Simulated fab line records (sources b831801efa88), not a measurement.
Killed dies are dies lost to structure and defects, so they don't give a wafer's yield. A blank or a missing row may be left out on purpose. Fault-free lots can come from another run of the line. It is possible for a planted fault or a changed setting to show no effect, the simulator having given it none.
fab line records | flow sky130
record lots=10 | wafers=30 | lastDay=50
route steps=708 shown VIA1@479 METAL2@499 PAD_OPEN@708
lots that met no fault: taken from a fault-free run of the same line
startH: hours from the record's first day to the start of the lot's first wafer shown | waitH: how many hours have passed since the lot's step before this one | " the same as in the row above | L1.1+2: several wafers, shown together as one row | - no value present, or no start provided | * or withheld: withheld | < > ~ a bound
route shown NAME@n: names a module that has steps shown in the file, with the first one's number in the route | usual: the fault-free wafers' mean and standard deviation | same: alike in all rows | chamber/n: place in a boat | sites: per-site readings | _std_site: how widely they spread, as a standard deviation | _edge_site: mean of outer sites minus mean of inner sites | radiusMm: how far each site lies from the wafer's centre | mask NAME#n: copy n | behind: tool/chamber where the wafer was last shaped | hold: why the lot went on hold/how many hours it stayed there/how the hold came to an end | device: which transistor (n, p or np) failed to switch | end of line: at the end of the route, the tests of the same wafers | for a step that has no rows: nothing shown but its recipe | killed: count of dies lost to structure and defects at first sort (not the wafer's yield) | map: per-die view of a wafer (x killed, . not killed, _ where there is no die)
set.NAME: the run value of the setting; set.NAME@STEP: its run value at that earlier step | model.NAME: the simulator's own value behind a step, which no gauge read
steps of the route over a sample of lots; a table a step, a row a wafer
services: from which hour (startH, from the record's first day; less than 0 if before it) a tool's chamber was out of use, for how many hours, and why
## steps
# step SKY_VIA1_CVD_21
# recipe material=W | targetThkNm=270 | timeS=80.902 | tempC=400 | pressureTorr=40
# usual chamberPressureTorr=40.00/0.098 | heaterPowerW=800/66
lot.wafer | tool    | chamber | startH | waitH | chamberPressureTorr | heaterPowerW
L188.2    | cvdW-02 | 1       | 808.18 | 0.0   | 40.04               | 892
L188.3    | "       | 1       | "      | "     | 40.00               | 861
L188.6    | "       | 1       | "      | "     | 39.94               | 879
L189.3    | cvdW-01 | 1       | 818.96 | 0.1   | 40.04               | 788
L189.5    | "       | 1       | "      | "     | 40.20               | 769
L189.6    | "       | 0       | "      | "     | 39.88               | 712
L194.2    | cvdW-01 | 1       | 852.28 | 0.0   | 39.97               | 766
L194.5    | "       | 0       | "      | "     | 40.06               | 719
L194.6    | "       | 1       | "      | "     | 39.85               | 786
L193.1    | cvdW-02 | 1       | 857.43 | 0.0   | 40.11               | 882
L193.2    | "       | 0       | "      | "     | 39.93               | 786
L193.3    | "       | 1       | "      | "     | 39.93               | 884
L198.2    | cvdW-02 | 1       | 892.73 | 0.0   | 39.91               | 889
L198.3    | "       | 0       | "      | "     | 40.08               | 811
L198.5    | "       | 0       | "      | "     | 40.19               | 808
L199.1    | cvdW-02 | 1       | 894.78 | 0.0   | 39.99               | 875
L199.3    | "       | 0       | "      | "     | 40.04               | 791
L199.6    | "       | 1       | "      | "     | 40.07               | 874
L201.3    | cvdW-01 | 1       | 901.16 | 0.1   | 40.01               | 770
L201.4    | "       | 0       | "      | "     | 40.08               | 705
L201.5    | "       | 0       | "      | "     | 40.12               | 695
L205.1    | cvdW-01 | 0       | 922.72 | 0.0   | 40.10               | 653
L205.2    | "       | 1       | "      | "     | 39.83               | 771
L205.4    | "       | 0       | "      | "     | 40.02               | 637
L206.3    | cvdW-01 | 1       | 924.85 | 0.1   | 39.81               | 762
L206.5    | "       | 0       | "      | "     | 40.06               | 661
L206.6    | "       | 1       | "      | "     | 39.96               | 769
L211.2    | cvdW-02 | 0       | 959.85 | 0.0   | 40.09               | 826
L211.3    | "       | 1       | "      | "     | 40.14               | 889
L211.4    | "       | 0       | "      | "     | 39.90               | 797
# step SKY_VIA1_CMP_24
# recipe stopOn=SiO2 | tOverpolishS=15 | downForcePsi=3.5 | platenRpm=60 | targetThkNm=0 | padVelocityMS=0.94248
# usual edgeZonePressureFrac=1.000/0.0051 | motorCurrentA=10.9/1.1 | overpolishRunS=14.999/0.0094 | timeToEndpointS=65/4.4
lot.wafer | tool   | chamber | startH | waitH | edgeZonePressureFrac | motorCurrentA | overpolishRunS | timeToEndpointS
L188.2    | cmp-02 | 1       | 808.50 | 0.1   | 0.996                | 12.3          | 15.004         | 69
L188.3    | "      | 2       | "      | "     | 0.999                | 8.7           | 14.995         | 61
L188.6    | "      | 0       | "      | "     | 1.006                | 12.3          | 14.999         | 69
L189.3    | cmp-01 | 3       | 819.35 | 0.2   | 1.000                | 11.8          | 14.981         | 62
L189.6    | "      | 0       | "      | "     | 1.001                | 10.7          | 15.007         | 64
L189.5    | "      | 1       | "      | "     | 1.005                | 10.2          | 14.989         | 62
L194.2    | cmp-02 | 3       | 852.70 | 0.2   | 1.006                | 10.1          | 14.995         | 63
L194.6    | "      | 0       | "      | "     | 1.008                | 12.5          | 14.997         | 67
L194.5    | "      | 1       | "      | "     | 1.015                | 12.6          | 15.009         | 66
L193.2    | cmp-02 | 1       | 857.76 | 0.1   | 1.002                | 12.3          | 15.007         | 69
L193.3    | "      | 2       | "      | "     | 1.000                | 8.3           | 15.003         | 56
L193.1    | "      | 3       | "      | "     | 0.997                | 9.9           | 14.998         | 62
L198.3    | cmp-01 | 2       | 893.10 | 0.1   | 1.001                | 10.3          | 14.981         | 65
L198.2    | "      | 3       | "      | "     | 0.999                | 11.0          | 15.004         | 60
L198.5    | "      | 0       | "      | "     | 1.005                | 10.9          | 15.015         | 63
L199.1    | cmp-01 | 0       | 895.05 | 0.1   | 1.007                | 10.6          | 15.008         | 61
L199.3    | "      | 2       | "      | "     | 1.006                | 10.7          | 15.003         | 62
L199.6    | "      | 0       | "      | "     | 1.005                | 10.2          | 14.995         | 62
L201.3    | cmp-02 | 0       | 901.45 | 0.1   | 1.002                | 11.8          | 15.002         | 71
L201.4    | "      | 2       | "      | "     | 1.002                | 9.2           | 14.991         | 63
L201.5    | "      | 3       | "      | "     | 0.992                | 10.4          | 14.983         | 67
L205.4    | cmp-01 | 2       | 922.99 | 0.0   | 1.003                | 11.1          | 14.989         | 68
L205.2    | "      | 0       | "      | "     | 0.998                | 10.7          | 14.991         | 64
L205.1    | "      | 1       | "      | "     | 1.004                | 10.6          | 15.004         | 63
L206.3    | cmp-01 | 3       | 925.24 | 0.2   | 0.999                | 11.4          | 15.004         | 59
L206.5    | "      | 0       | "      | "     | 0.995                | 10.9          | 15.014         | 62
L206.6    | "      | 1       | "      | "     | 1.002                | 10.2          | 15.002         | 59
L211.4    | cmp-02 | 0       | 960.17 | 0.1   | 0.998                | 12.2          | 14.992         | 72
L211.2    | "      | 1       | "      | "     | 1.006                | 12.6          | 15.007         | 74
L211.3    | "      | 2       | "      | "     | 1.003                | 9.3           | 14.994         | 64
# step SKY_METAL2_OVL_MEAS_16
# usual METAL2_OVL=0/5.1
lot.wafer | tool       | chamber | startH | waitH | METAL2_OVL[nm]
L188.2    | overlay-02 | -       | 835.46 | 0.1   | -6
L188.3    | "          | -       | "      | "     | -1
L188.6    | "          | -       | "      | "     | -3
L189.3    | overlay-01 | -       | 846.29 | 0.1   | 1
L189.5    | "          | -       | "      | "     | 2
L189.6    | "          | -       | "      | "     | -5
L194.2    | overlay-02 | -       | 879.57 | 0.1   | 6
L194.5    | "          | -       | "      | "     | -4
L194.6    | "          | -       | "      | "     | -3
L193.1    | overlay-02 | -       | 883.97 | 0.1   | 0
L193.2    | "          | -       | "      | "     | -1
L193.3    | "          | -       | "      | "     | -8
L198.2    | overlay-01 | -       | 919.21 | 0.1   | 2
L198.3    | "          | -       | "      | "     | 1
L198.5    | "          | -       | "      | "     | 6
L199.1    | overlay-01 | -       | 920.32 | 0.1   | -3
L199.3    | "          | -       | "      | "     | -7
L199.6    | "          | -       | "      | "     | -6
L201.3    | overlay-01 | -       | 926.23 | 0.1   | -6
L201.4    | "          | -       | "      | "     | 1
L201.5    | "          | -       | "      | "     | -3
L205.1    | overlay-02 | -       | 948.78 | 0.1   | -6
L205.2    | "          | -       | "      | "     | -5
L205.4    | "          | -       | "      | "     | -7
L206.3    | overlay-02 | -       | 950.74 | 0.1   | 3
L206.5    | "          | -       | "      | "     | 1
L206.6    | "          | -       | "      | "     | -4
L211.2    | overlay-01 | -       | 984.42 | 0.1   | -10
L211.3    | "          | -       | "      | "     | -2
L211.4    | "          | -       | "      | "     | 5
# step SKY_METAL2_DESCUM_17
# recipe chemistry=O2 | sourcePowerW=150 | biasPowerW=0 | pressureMtorr=10 | tempC=40 | timeS=8
# usual drypumpMotorCurrentA=5.7/0.54 | oesProductAu=0.999/0.016
lot.wafer | tool        | chamber | startH | waitH | drypumpMotorCurrentA | oesProductAu | rfHoursCounterH
L188.2    | rieMetal-04 | 1       | 835.49 | 0.0   | 5.8                  | 1.010        | 12
L188.3    | "           | 1       | "      | "     | 5.8                  | 1.006        | -
L188.6    | "           | 0       | "      | "     | 5.7                  | 0.998        | -
L189.3    | rieMetal-04 | 1       | 846.33 | 0.0   | 5.8                  | 1.006        | -
L189.5    | "           | 0       | "      | "     | 5.7                  | 1.004        | -
L189.6    | "           | 1       | "      | "     | 5.8                  | 1.010        | -
L194.2    | rieMetal-02 | 1       | 879.60 | 0.0   | 5.7                  | 0.972        | 12
L194.5    | "           | 1       | "      | "     | 5.7                  | 0.983        | -
L194.6    | "           | 0       | "      | "     | 4.8                  | 0.994        | -
L193.1    | rieMetal-02 | 1       | 884.00 | 0.0   | 5.7                  | 0.993        | 12
L193.2    | "           | 0       | "      | "     | 4.8                  | 0.996        | 16
L193.3    | "           | 1       | "      | "     | 5.7                  | 0.971        | -
L198.2    | rieMetal-01 | 0       | 919.24 | 0.0   | 5.5                  | 1.017        | 5
L198.3    | "           | 0       | "      | "     | 5.5                  | 1.012        | -
L198.5    | "           | 0       | "      | "     | 5.5                  | 1.021        | -
L199.1    | rieMetal-04 | 1       | 920.35 | 0.0   | 5.8                  | 1.008        | 16
L199.3    | "           | 0       | "      | "     | 5.7                  | 0.989        | -
L199.6    | "           | 1       | "      | "     | 5.8                  | 1.002        | -
L201.3    | rieMetal-01 | 1       | 926.26 | 0.0   | 6.6                  | 1.000        | -
L201.4    | "           | 0       | "      | "     | 5.5                  | 1.021        | -
L201.5    | "           | 0       | "      | "     | 5.5                  | 1.014        | -
L205.1    | rieMetal-02 | 1       | 948.82 | 0.0   | 5.7                  | 0.990        | 15
L205.2    | "           | 0       | "      | "     | 4.8                  | 0.998        | 19
L205.4    | "           | 1       | "      | "     | 5.7                  | 0.992        | -
L206.3    | rieMetal-01 | 0       | 950.78 | 0.0   | 5.5                  | 1.025        | -
L206.5    | "           | 1       | "      | "     | 6.6                  | 0.992        | -
L206.6    | "           | 0       | "      | "     | 5.5                  | 1.012        | -
L211.2    | rieMetal-02 | 1       | 984.46 | 0.0   | 5.7                  | 0.980        | -
L211.3    | "           | 1       | "      | "     | 5.7                  | 0.989        | -
L211.4    | "           | 1       | "      | "     | 5.7                  | 0.980        | -
# step SKY_PAD_OPEN_PROBE_99
# usual defectLimitedYield=82.5/1.9 | killed_at_M0_to_M3=43/6.8 | killed_at_M4_up=3.0/1.6 | killedAtContacts=25/6 | killedAtFrontEnd=15/4.4 | killedAtOther=0.3/0.52 | killedDies=86/9.6 | killedOpen=47/6.7 | killedShort=39/6.8 | sort_bin_3_pad_short=0.9/0.43 | sort_bin_5_function=10.3/1.5 | sort_bin_6_memory=6.3/1.1 | sortNPass=406/9.6 | sortYieldPct=82.5/1.9
# same grossDies=492 | killedAtBackSide=0 | sort_bin_4_leakage[%]=0 | sort_bin_8_speed[%]=0
lot.wafer | tool      | chamber | startH  | waitH | defectLimitedYield[%] | killed_at_M0_to_M3 | killed_at_M4_up | killedAtContacts | killedAtFrontEnd | killedAtOther | killedDies | killedOpen | killedShort | sort_bin_3_pad_short[%] | sort_bin_5_function[%] | sort_bin_6_memory[%] | sortNPass | sortYieldPct[%]
L188.2    | prober-02 | -       | 1088.33 | 0.1   | 85.4                  | 38                 | 0               | 20               | 14               | 0             | 72         | 46         | 26          | 0.8                     | 7.1                    | 6.7                  | 420       | 85.4
L188.3    | prober-02 | -       | 1088.38 | 0.2   | 79.1                  | 51                 | 2               | 32               | 18               | 0             | 103        | 50         | 53          | 1.6                     | 12.2                   | 7.1                  | 389       | 79.1
L188.6    | prober-02 | -       | 1088.53 | 0.2   | 82.7                  | 36                 | 4               | 32               | 13               | 0             | 85         | 45         | 40          | 0.6                     | 8.9                    | 7.7                  | 407       | 82.7
L189.3    | prober-01 | -       | 1096.75 | 0.2   | 82.9                  | 37                 | 2               | 31               | 13               | 1             | 84         | 44         | 39          | 1.6                     | 9.8                    | 5.7                  | 408       | 82.9
L189.5    | prober-01 | -       | 1096.85 | 0.2   | 82.9                  | 42                 | 4               | 27               | 11               | 0             | 84         | 48         | 36          | 0.8                     | 11.0                   | 5.3                  | 408       | 82.9
L189.6    | prober-01 | -       | 1096.90 | 0.2   | 81.9                  | 44                 | 5               | 23               | 17               | 0             | 89         | 46         | 41          | 0.6                     | 13.4                   | 4.1                  | 403       | 81.9
L194.2    | prober-01 | -       | 1121.11 | 0.1   | 81.5                  | 43                 | 6               | 24               | 17               | 1             | 91         | 46         | 45          | 0.8                     | 11.8                   | 5.9                  | 401       | 81.5
L194.5    | prober-01 | -       | 1121.26 | 0.2   | 84.8                  | 45                 | 4               | 14               | 12               | 0             | 75         | 37         | 38          | 1.0                     | 8.3                    | 5.9                  | 417       | 84.8
L194.6    | prober-01 | -       | 1121.31 | 0.2   | 81.3                  | 60                 | 0               | 23               | 9                | 0             | 92         | 38         | 54          | 1.2                     | 11.0                   | 6.5                  | 400       | 81.3
L193.1    | prober-02 | -       | 1126.81 | 0.1   | 83.3                  | 34                 | 3               | 25               | 20               | 0             | 82         | 51         | 31          | 0.8                     | 10.0                   | 5.9                  | 410       | 83.3
L193.2    | prober-02 | -       | 1126.86 | 0.1   | 81.5                  | 45                 | 1               | 28               | 17               | 0             | 91         | 58         | 33          | 1.4                     | 10.8                   | 6.3                  | 401       | 81.5
L193.3    | prober-02 | -       | 1126.91 | 0.2   | 82.5                  | 35                 | 3               | 29               | 19               | 0             | 86         | 48         | 38          | 1.0                     | 9.6                    | 6.9                  | 406       | 82.5
L198.2    | prober-02 | -       | 1154.40 | 0.1   | 74.4                  | 90                 | 2               | 18               | 16               | 0             | 126        | 40         | 28          | 2.4                     | 16.3                   | 6.9                  | 366       | 74.4
L198.3    | prober-02 | -       | 1154.45 | 0.2   | 83.7                  | 46                 | 2               | 19               | 13               | 0             | 80         | 45         | 35          | 0.2                     | 9.6                    | 6.5                  | 412       | 83.7
L198.5    | prober-02 | -       | 1154.55 | 0.2   | 81.5                  | 40                 | 6               | 25               | 20               | 0             | 91         | 51         | 40          | 0.4                     | 11.2                   | 6.9                  | 401       | 81.5
L199.1    | prober-02 | -       | 1155.85 | 0.1   | 72.0                  | 96                 | 2               | 23               | 17               | 0             | 138        | 42         | 40          | 2.2                     | 20.1                   | 5.7                  | 354       | 72.0
L199.3    | prober-02 | -       | 1155.95 | 0.2   | 85.4                  | 33                 | 5               | 22               | 12               | 0             | 72         | 44         | 28          | 0.4                     | 7.7                    | 6.5                  | 420       | 85.4
L199.6    | prober-02 | -       | 1156.10 | 0.2   | 74.0                  | 100                | 0               | 21               | 7                | 0             | 128        | 42         | 27          | 3.9                     | 15.9                   | 6.3                  | 364       | 74.0
L201.3    | prober-01 | -       | 1158.40 | 0.2   | 81.7                  | 46                 | 5               | 26               | 13               | 0             | 90         | 50         | 38          | 1.2                     | 8.1                    | 8.9                  | 402       | 81.7
L201.4    | prober-01 | -       | 1158.45 | 0.2   | 85.0                  | 31                 | 2               | 27               | 14               | 0             | 74         | 33         | 40          | 0.8                     | 8.1                    | 6.1                  | 418       | 85.0
L201.5    | prober-01 | -       | 1158.50 | 0.2   | 79.1                  | 50                 | 7               | 34               | 12               | 0             | 103        | 52         | 50          | 1.2                     | 13.2                   | 6.5                  | 389       | 79.1
L205.1    | prober-01 | -       | 1174.40 | 0.1   | 86.4                  | 36                 | 2               | 15               | 14               | 0             | 67         | 39         | 28          | 0.6                     | 8.1                    | 4.9                  | 425       | 86.4
L205.2    | prober-01 | -       | 1174.45 | 0.1   | 83.1                  | 39                 | 4               | 24               | 16               | 0             | 83         | 45         | 38          | 1.0                     | 9.8                    | 6.1                  | 409       | 83.1
L205.4    | prober-01 | -       | 1174.55 | 0.2   | 81.9                  | 58                 | 2               | 22               | 7                | 0             | 89         | 50         | 39          | 0.8                     | 10.2                   | 7.1                  | 403       | 81.9
L206.3    | prober-02 | -       | 1176.92 | 0.2   | 81.3                  | 47                 | 3               | 14               | 26               | 2             | 92         | 44         | 46          | 1.2                     | 12.2                   | 5.3                  | 400       | 81.3
L206.5    | prober-02 | -       | 1177.02 | 0.2   | 81.5                  | 45                 | 1               | 24               | 19               | 2             | 91         | 41         | 50          | 1.0                     | 12.2                   | 5.3                  | 401       | 81.5
L206.6    | prober-02 | -       | 1177.07 | 0.2   | 82.1                  | 52                 | 2               | 24               | 9                | 1             | 88         | 43         | 44          | 0.8                     | 9.8                    | 7.3                  | 404       | 82.1
L211.2    | prober-01 | -       | 1199.60 | 0.1   | 82.1                  | 43                 | 0               | 33               | 10               | 2             | 88         | 45         | 43          | 0.8                     | 10.6                   | 6.5                  | 404       | 82.1
L211.3    | prober-01 | -       | 1199.65 | 0.2   | 84.1                  | 36                 | 1               | 23               | 18               | 0             | 78         | 53         | 23          | 0.4                     | 8.9                    | 6.5                  | 414       | 84.1
L211.4    | prober-01 | -       | 1199.70 | 0.2   | 79.3                  | 42                 | 6               | 33               | 20               | 1             | 102        | 51         | 51          | 0.8                     | 13.2                   | 6.7                  | 390       | 79.3
# killed by level:class
L188.2 VIA1:geometricParticle:open=9 VIA3:geometricParticle:open=7 CONTACT:geometricParticle:open=6 FIELD_ISO:geometricParticle:open=5 POLY_GATE:geometricParticle:open=5 LI_CONTACT:geometricParticle:open=5 VIA2:geometricParticle:short=5 METAL1:geometricParticle:short=4
L188.3 LI_CONTACT:geometricParticle:open=10 CONTACT:geometricParticle:open=10 CONTACT:geometricParticle:short=9 METAL1:geometricParticle:short=9 METAL2:geometricParticle:short=9 VIA3:geometricParticle:open=9 FIELD_ISO:geometricParticle:short=8 VIA1:geometricParticle:open=6
L188.6 CONTACT:geometricParticle:open=8 VIA1:geometricParticle:open=8 LI_CONTACT:geometricParticle:open=7 LOCAL_INTERCONNECT:geometricParticle:short=6 CONTACT:geometricParticle:short=6 FIELD_ISO:geometricParticle:short=4 LI_CONTACT:geometricParticle:short=4 METAL1:geometricParticle:short=4
L189.3 CONTACT:geometricParticle:open=10 VIA1:geometricParticle:open=9 LI_CONTACT:geometricParticle:open=7 LOCAL_INTERCONNECT:geometricParticle:short=6 VIA3:geometricParticle:open=5 POLY_GATE:geometricParticle:short=4 VIA1:geometricParticle:short=4 METAL1:geometricParticle:short=4
L189.5 CONTACT:geometricParticle:open=11 VIA1:geometricParticle:open=8 LI_CONTACT:geometricParticle:open=7 METAL2:geometricParticle:short=6 VIA3:geometricParticle:open=6 VIA3:geometricParticle:short=5 VIA1:geometricParticle:short=5 VIA2:geometricParticle:open=5
L189.6 CONTACT:geometricParticle:open=10 METAL2:geometricParticle:short=9 VIA1:geometricParticle:open=8 VIA3:geometricParticle:open=7 VIA1:geometricParticle:short=6 VIA2:geometricParticle:open=6 FIELD_ISO:geometricParticle:open=5 LI_CONTACT:geometricParticle:open=4
L194.2 VIA3:geometricParticle:open=10 VIA1:geometricParticle:short=8 CONTACT:geometricParticle:open=8 FIELD_ISO:geometricParticle:short=7 METAL2:geometricParticle:short=6 VIA2:geometricParticle:open=6 CONTACT:geometricParticle:short=5 LOCAL_INTERCONNECT:geometricParticle:open=5
L194.5 VIA1:geometricParticle:open=9 VIA1:geometricParticle:short=8 VIA2:geometricParticle:open=5 METAL2:geometricParticle:short=5 POLY_GATE:geometricParticle:open=4 LI_CONTACT:geometricParticle:short=4 LI_CONTACT:geometricParticle:open=4 METAL3:geometricParticle:short=4
L194.6 VIA1:geometricParticle:open=11 CONTACT:geometricParticle:short=10 METAL1:geometricParticle:short=8 METAL2:geometricParticle:short=8 VIA3:geometricParticle:short=8 VIA1:geometricParticle:short=7 CONTACT:geometricParticle:open=6 VIA3:geometricParticle:open=6
L193.1 VIA1:geometricParticle:open=14 CONTACT:geometricParticle:open=10 LI_CONTACT:geometricParticle:open=9 FIELD_ISO:geometricParticle:open=7 POLY_GATE:geometricParticle:short=6 FIELD_ISO:geometricParticle:short=5 VIA2:geometricParticle:open=5 CONTACT:geometricParticle:short=4
L193.2 VIA1:geometricParticle:open=12 CONTACT:geometricParticle:open=10 FIELD_ISO:geometricParticle:open=9 LI_CONTACT:geometricParticle:open=9 VIA3:geometricParticle:open=7 VIA2:geometricParticle:open=6 VIA1:geometricParticle:short=6 CONTACT:geometricParticle:short=5
L193.3 CONTACT:geometricParticle:open=11 VIA2:geometricParticle:open=7 METAL1:geometricParticle:short=6 LI_CONTACT:geometricParticle:open=6 FIELD_ISO:geometricParticle:open=5 CONTACT:geometricParticle:short=5 VIA3:geometricParticle:open=5 FIELD_ISO:geometricParticle:short=4
L198.2 VIA1:unspecified=58 VIA3:geometricParticle:open=7 FIELD_ISO:geometricParticle:open=6 CONTACT:geometricParticle:open=6 VIA1:geometricParticle:open=6 VIA2:geometricParticle:open=6 POLY_GATE:geometricParticle:open=4 VIA1:geometricParticle:short=4
L198.3 METAL1:geometricParticle:short=10 VIA3:geometricParticle:open=9 VIA2:geometricParticle:open=8 LI_CONTACT:geometricParticle:open=7 CONTACT:geometricParticle:open=7 FIELD_ISO:geometricParticle:short=5 VIA1:geometricParticle:open=5 VIA2:geometricParticle:short=4
L198.5 VIA1:geometricParticle:open=9 CONTACT:geometricParticle:open=8 FIELD_ISO:geometricParticle:open=7 LI_CONTACT:geometricParticle:open=7 VIA3:geometricParticle:open=7 CONTACT:geometricParticle:short=6 METAL2:geometricParticle:short=5 METAL4:geometricParticle:short=5
L199.1 VIA1:unspecified=56 VIA1:geometricParticle:open=12 CONTACT:geometricParticle:open=9 FIELD_ISO:geometricParticle:short=8 METAL1:geometricParticle:short=6 LI_CONTACT:geometricParticle:open=4 CONTACT:geometricParticle:short=4 VIA2:geometricParticle:open=4
L199.3 CONTACT:geometricParticle:open=9 VIA1:geometricParticle:open=8 VIA2:geometricParticle:open=7 LI_CONTACT:geometricParticle:open=7 VIA2:geometricParticle:short=5 FIELD_ISO:geometricParticle:short=4 VIA3:geometricParticle:open=4 POLY_GATE:geometricParticle:open=4
L199.6 VIA1:unspecified=59 VIA1:geometricParticle:open=10 CONTACT:geometricParticle:open=9 VIA2:geometricParticle:open=8 METAL2:geometricParticle:short=6 LI_CONTACT:geometricParticle:open=5 VIA3:geometricParticle:open=4 FIELD_ISO:geometricParticle:short=3
L201.3 LI_CONTACT:geometricParticle:open=13 VIA3:geometricParticle:open=10 VIA1:geometricParticle:open=6 METAL1:geometricParticle:short=6 CONTACT:geometricParticle:open=5 METAL3:geometricParticle:short=5 VIA3:geometricParticle:short=5 METAL4:geometricParticle:short=4
L201.4 CONTACT:geometricParticle:open=13 VIA3:geometricParticle:open=7 VIA1:geometricParticle:short=6 POLY_GATE:geometricParticle:short=5 LOCAL_INTERCONNECT:geometricParticle:short=5 CONTACT:geometricParticle:short=5 METAL1:geometricParticle:short=4 POLY_GATE:geometricParticle:open=3
L201.5 VIA1:geometricParticle:open=10 LI_CONTACT:geometricParticle:open=9 LOCAL_INTERCONNECT:geometricParticle:short=8 CONTACT:geometricParticle:short=8 VIA2:geometricParticle:open=8 VIA3:geometricParticle:open=8 METAL1:geometricParticle:short=7 CONTACT:geometricParticle:open=7
L205.1 VIA1:geometricParticle:open=10 CONTACT:geometricParticle:open=7 METAL1:geometricParticle:short=7 LI_CONTACT:geometricParticle:open=4 METAL2:geometricParticle:short=4 VIA2:geometricParticle:open=4 VIA3:geometricParticle:open=4 FIELD_ISO:geometricParticle:open=3
L205.2 CONTACT:geometricParticle:open=11 VIA1:geometricParticle:open=8 LI_CONTACT:geometricParticle:open=6 FIELD_ISO:geometricParticle:short=5 METAL1:geometricParticle:short=5 METAL3:geometricParticle:short=5 CONTACT:geometricParticle:short=4 VIA1:geometricParticle:short=4
L205.4 CONTACT:geometricParticle:open=13 VIA3:geometricParticle:open=11 VIA1:geometricParticle:open=9 VIA2:geometricParticle:open=9 VIA1:geometricParticle:short=8 METAL1:geometricParticle:short=8 CONTACT:geometricParticle:short=4 METAL2:geometricParticle:short=4
L206.3 METAL2:geometricParticle:short=13 METAL1:geometricParticle:short=8 VIA1:geometricParticle:open=8 FIELD_ISO:geometricParticle:open=7 CONTACT:geometricParticle:open=7 FIELD_ISO:geometricParticle:short=6 POLY_GATE:geometricParticle:short=6 VIA3:geometricParticle:open=5
L206.5 VIA2:geometricParticle:open=8 METAL2:geometricParticle:short=7 FIELD_ISO:geometricParticle:open=6 LOCAL_INTERCONNECT:geometricParticle:short=6 CONTACT:geometricParticle:open=6 LI_CONTACT:geometricParticle:open=5 VIA1:geometricParticle:open=5 VIA3:geometricParticle:open=5
L206.6 METAL1:geometricParticle:short=10 VIA1:geometricParticle:open=9 CONTACT:geometricParticle:open=8 METAL2:geometricParticle:short=8 LI_CONTACT:geometricParticle:open=6 LOCAL_INTERCONNECT:geometricParticle:short=5 METAL3:geometricParticle:short=5 METAL1:geometricParticle:open=4
L211.2 CONTACT:geometricParticle:open=12 VIA2:geometricParticle:open=8 METAL1:geometricParticle:short=7 LI_CONTACT:geometricParticle:open=7 VIA1:geometricParticle:open=6 VIA3:geometricParticle:open=6 CONTACT:geometricParticle:short=5 METAL2:geometricParticle:short=5
L211.3 VIA1:geometricParticle:open=13 CONTACT:geometricParticle:open=11 VIA2:geometricParticle:open=9 CONTACT:geometricParticle:short=6 FIELD_ISO:geometricParticle:open=5 POLY_GATE:geometricParticle:open=5 VIA3:geometricParticle:open=5 VIA1:geometricParticle:short=4
L211.4 CONTACT:geometricParticle:open=12 POLY_GATE:geometricParticle:open=9 LOCAL_INTERCONNECT:geometricParticle:short=9 VIA1:geometricParticle:open=9 METAL2:geometricParticle:short=7 LI_CONTACT:geometricParticle:open=6 VIA3:geometricParticle:open=5 METAL1:geometricParticle:short=4
## services
tool        | chamber | startH | hours | kind
cmp-02      | -       | 796.69 | 1.6   | repair
cvdW-02     | -       | 819.51 | 2.8   | pm
rieMetal-02 | -       | 838.41 | 1.1   | repair
cmp-01      | -       | 842.70 | 25.6  | repair
cvdW-02     | 0       | 855.61 | 1.2   | repair
cmp-01      | -       | 863.14 | 1.3   | repair
cmp-01      | -       | 868.30 | 3.6   | pm
rieMetal-04 | -       | 885.56 | 0.4   | repair
cvdW-01     | -       | 904.00 | 14.0  | pm
cvdW-01     | 0       | 904.00 | 14.0  | ventCycle
cvdW-01     | 1       | 904.00 | 14.0  | ventCycle
cmp-02      | -       | 904.36 | 15.7  | pm
cvdW-01     | 0       | 918.00 | -     | clean
cvdW-01     | 1       | 918.00 | -     | clean
rieMetal-04 | -       | 918.65 | 1.3   | repair
cmp-02      | -       | 920.02 | 6.2   | pm
cmp-02      | -       | 926.20 | 4.0   | pm
cmp-02      | -       | 930.20 | -     | consumableReplace:conditioner
cmp-01      | -       | 932.08 | 3.0   | repair
cmp-02      | -       | 935.11 | 6.6   | pm
rieMetal-02 | -       | 937.76 | 2.8   | pm
rieMetal-01 | -       | 948.34 | 1.4   | pm
cvdW-01     | 1       | 955.20 | 10.8  | repair
cvdW-02     | -       | 962.91 | 0.6   | repair
## key
firstSign step=SKY_PAD_OPEN_PROBE_99 | reading=killed_at_M0_to_M3 | direction=up | sigmas=7.8 | usual=43 | struck=95
effect step=SKY_PAD_OPEN_PROBE_99 | reading=sort_bin_5_function | direction=up | sigmas=4.8 | usual=10.3 | struck=17.4
metAt SKY_VIA1_CVD_21
struckLots L198,L199
struckWafers L198.2,L199.1,L199.6
notActingAt SKY_VIA1_CMP_24,SKY_METAL2_OVL_MEAS_16,SKY_METAL2_DESCUM_17
onsetBetween 857.43 892.73
fault kind=chamberParticleSource | tool=cvdW-02 | chamber=1 | onsetH=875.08 | steps=SKY_VIA1_CVD_21 | ratePerVisitCm2=0.99674 | endH=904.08
